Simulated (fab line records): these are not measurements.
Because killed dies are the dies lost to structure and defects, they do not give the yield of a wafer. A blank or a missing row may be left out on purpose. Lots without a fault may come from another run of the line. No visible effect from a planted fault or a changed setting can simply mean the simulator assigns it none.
A lot that was struck, set against a sound lot / flow sky130 / 16 out of 708 route steps
Sound: wafers L410.1, L410.4, L410.5. Wafers struck: L427.1, L427.2, L427.6. At the end, the cause is stated.
For every step that has rows: the tool of each side, followed by ch and its chambers, followed by its first start. Under that, the readings that differ: sound wafers / struck wafers / difference of the means / sigmas: that difference in standard deviations of wafers without a fault.
alike: same words and numbers on both sides, and readings whose means sit less than 2 such deviations apart. not compared: any withheld reading, any reading some wafer has no value for, any bound like >300 that may hide the same value, and any number with overlapping values for which the record gives no deviation.
The two part at a step that has a row with sigmas, a row that says differs or no value, or rows on one side only. Non-overlapping numbers with no deviation appear without sigmas and do not part them. A reading missing from all wafers of one side parts the sides only when that side holds two or more wafers.

first, 3 steps without rows for these wafers: SKY_METAL1_EXPOSE_12 (exposes mask MM1, target cd 140 nm); SKY_METAL1_PEB_13; SKY_METAL1_DEVELOP_14 (develop time 60 s).
SKY_METAL1_CD_MEAS_15: the cd target is 140 nm.
  sound: cd-sem-02 at day 35 03:34; struck: cd-sem-02 at day 38 19:07
  alike: cd-nm
SKY_METAL1_OVL_MEAS_16:
  sound: overlay-01 at day 35 03:41; struck: overlay-02 at day 38 19:14
  alike: METAL1_OVL
SKY_METAL1_DESCUM_17: chemistry O2, time 8 s.
  sound on rie-metal-03 ch 1, day 35 03:43; struck on rie-metal-04 ch 1, day 38 19:16
  alike: drypump-motor-current-A, oes-product-au
  not compared: rf-hours-counter-h
SKY_METAL1_ETCH_18: etches BARC in N2/H2, stops on SiO2, time 45.9 s, target depth 60 nm.
  sound on rie-metal-03 ch 1, day 35 03:45; struck on rie-metal-04 ch 1, day 38 19:20
  alike: bias-w, drypump-motor-current-A, oes-product-au, throttle-valve-pct
  not compared: rf-hours-counter-h
SKY_METAL1_METAL_ETCH_19: etches the open film in Cl2/BCl3, stops on SiO2, target depth 360 nm, time 78 s.
  sound on rie-metal-03 ch 1, day 35 03:49; struck on rie-metal-04 ch 1, day 38 19:28
  alike: bias-w, drypump-motor-current-A, oes-product-au, throttle-valve-pct
  not compared: rf-hours-counter-h
SKY_METAL1_STRIP_20: strips in O2/N2.
  sound on plasma-asher-03 ch 0, day 35 03:55; struck on plasma-asher-02 ch 0,1, day 38 19:38
  alike: drypump-motor-current-A, oes-product-au, strip-time-to-endpoint-s
  not compared: rf-hours-counter-h
then, 3 steps without rows for these wafers: SKY_METAL1_STRIP_21 (strips in post etch residue remover, time 1200 s); SKY_METAL1_CLEAN_22 (cleans in IPA, time 180 s); SKY_METAL1_CLEAN_23 (cleans in O3/DIW).
SKY_VIA1_HDPCVD_00: deposits SiO2, target thk 1030 nm, time 171.7 s.
  sound on hdpcvd-01 ch 0,1, day 35 04:35; struck on hdpcvd-01 ch 0,2, day 38 20:16
reading=model.SiO2_of_VIA1_HDPCVD_00.thk-nm (nm); sound=1021 1027 1028; struck=1511 1518 1523; difference=+492; sigmas=
  alike: susceptor-temp-C
SKY_VIA1_THK_MEAS_01:
  sound: film-metro-04 at day 35 04:42; struck: film-metro-03 at day 38 20:23
reading=VIA1_HDPCVD_THK (nm); sound=1021 1028 1027; struck=1511 1518 1522; difference=+492; sigmas=+45
SKY_VIA1_CMP_02: polishes SiO2.
  sound on cmp-01 ch 1,2,3, day 35 04:46; struck on cmp-01 ch 0,1,2, day 38 20:32
  alike: motor-current-A
-- the record jumps here: 11 days lie between the struck wafers' starts before and after (it left off in module VIA1 and takes up again in module PAD_OPEN, whose first step shown is number 708 of the route) --
SKY_PAD_OPEN_PROBE_99:
  record: rows for the struck wafers here (prober-02, day 50 04:56), none for the sound ones

== WHERE THEY PART ==
Earliest at SKY_VIA1_THK_MEAS_01; latest, in this record, at SKY_PAD_OPEN_PROBE_99.

WHY: what had been put in by the simulator
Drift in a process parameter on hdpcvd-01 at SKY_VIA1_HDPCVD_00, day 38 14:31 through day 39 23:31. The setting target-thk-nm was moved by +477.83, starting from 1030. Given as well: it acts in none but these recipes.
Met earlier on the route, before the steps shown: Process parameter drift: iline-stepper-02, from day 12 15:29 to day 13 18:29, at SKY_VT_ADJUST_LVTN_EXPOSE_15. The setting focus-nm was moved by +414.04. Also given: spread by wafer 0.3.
